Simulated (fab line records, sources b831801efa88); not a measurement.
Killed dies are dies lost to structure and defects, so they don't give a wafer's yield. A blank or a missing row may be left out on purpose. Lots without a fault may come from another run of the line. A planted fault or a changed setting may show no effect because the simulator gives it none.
A struck lot beside a sound one | flow sky130 | 18 steps out of a route of 708
Sound: wafers L651.2, L651.3, L651.4. Struck: wafers L647.1, L647.4, L647.6. The cause comes at the end.
At each step with rows: each side's tool, then ch and its chambers, then its first start. Under that, the readings that differ: sound wafers | struck wafers | difference of the means | sigmas: that difference in standard deviations of wafers without a fault.
alike: readings whose means differ by less than 2 such deviations, and words and numbers that are the same on both sides. not compared: withheld readings, readings that some wafer has no value for, bounds like >300 that may hide the same value, and numbers for which the record gives no deviation and whose values overlap.
The two part at a step that has a row with sigmas, a row that says differs or no value, or rows on one side only. Numbers that don't overlap but have no deviation are shown without sigmas and don't part them. A reading that every wafer of one side lacks parts them only if that side has two wafers or more.

first, 3 steps without rows for these wafers: SKY_VT_ADJUST_NCORE_EXPOSE_04 (exposes mask LVTN COMPLEMENT THIN, target cd 380 nm); SKY_VT_ADJUST_NCORE_PEB_05; SKY_VT_ADJUST_NCORE_DEVELOP_06 (develop time 60 s).
SKY_VT_ADJUST_NCORE_CD_MEAS_07: target cd 380 nm.
  sound on cd_sem-01, day 13 12:46; struck on cd_sem-01, day 12 10:31
  alike: cd_nm
SKY_VT_ADJUST_NCORE_OVL_MEAS_08:
  sound on overlay-01, day 13 12:52; struck on overlay-02, day 12 10:38
  alike: VT_ADJUST_NCORE_OVL
then, 1 step without rows for these wafers: SKY_VT_ADJUST_NCORE_IMPLANT_09.
SKY_VT_ADJUST_NCORE_STRIP_10: strips in O2/N2.
  sound on plasma_asher-03 ch 0,1, day 13 13:06; struck on plasma_asher-02 ch 0,1, day 12 10:50
  alike: drypump_motor_current_A, oes_product_au, strip_time_to_endpoint_s
  not compared: rf_hours_counter_h
SKY_VT_ADJUST_NCORE_TW_MEAS_11:
  sound on film_metro-03, day 13 13:13; struck on film_metro-03, day 12 10:56
  alike: VT_ADJUST_NCORE_TW
then, 4 steps without rows for these wafers: SKY_VT_ADJUST_HVTR_DEHYDRATE_00 (time 60 s); SKY_VT_ADJUST_HVTR_HMDS_01 (prime time 60 s); SKY_VT_ADJUST_HVTR_COAT_02 (resist thk 1140 nm); SKY_VT_ADJUST_HVTR_SOFTBAKE_03 (time 60 s).
SKY_VT_ADJUST_HVTR_EXPOSE_04: exposes mask HVTRM, target cd 380 nm.
  sound on iline_stepper-01 ch 0, day 14 03:03; struck on iline_stepper-02 ch 0, day 12 23:13
  reading                                | sound                   | struck               | difference | sigmas
  model.VT_ADJUST_HVTR.overlay_x_nm (nm) | -0.5155 -0.5155 -0.5155 | -156.5 -156.5 -156.5 | -156.0     |
  alike: mask
then, 2 steps without rows for these wafers: SKY_VT_ADJUST_HVTR_PEB_05; SKY_VT_ADJUST_HVTR_DEVELOP_06 (develop time 60 s).
SKY_VT_ADJUST_HVTR_CD_MEAS_07: target cd 380 nm.
  sound on cd_sem-01, day 14 15:36; struck on cd_sem-02, day 13 11:43
  reading    | sound             | struck            | difference | sigmas
  cd_nm (nm) | 377.6 378.1 377.9 | 382.5 384.5 385.2 | +6.2       | +2
SKY_VT_ADJUST_HVTR_OVL_MEAS_08:
  sound on overlay-01, day 14 15:43; struck on overlay-02, day 13 12:03
  reading                 | sound       | struck               | difference | sigmas
  VT_ADJUST_HVTR_OVL (nm) | 0.8 0.7 0.9 | -159.4 -159.6 -159.3 | -160.2     | -99 or more
  not compared: hold
SKY_PAD_OPEN_PROBE_99:
  the record has rows for the sound wafers here (prober-01, day 50 05:53) and none for the struck ones

WHERE THEY PART
First at SKY_VT_ADJUST_HVTR_CD_MEAS_07; last, within this record, at SKY_PAD_OPEN_PROBE_99.

WHY: what the simulator had put in
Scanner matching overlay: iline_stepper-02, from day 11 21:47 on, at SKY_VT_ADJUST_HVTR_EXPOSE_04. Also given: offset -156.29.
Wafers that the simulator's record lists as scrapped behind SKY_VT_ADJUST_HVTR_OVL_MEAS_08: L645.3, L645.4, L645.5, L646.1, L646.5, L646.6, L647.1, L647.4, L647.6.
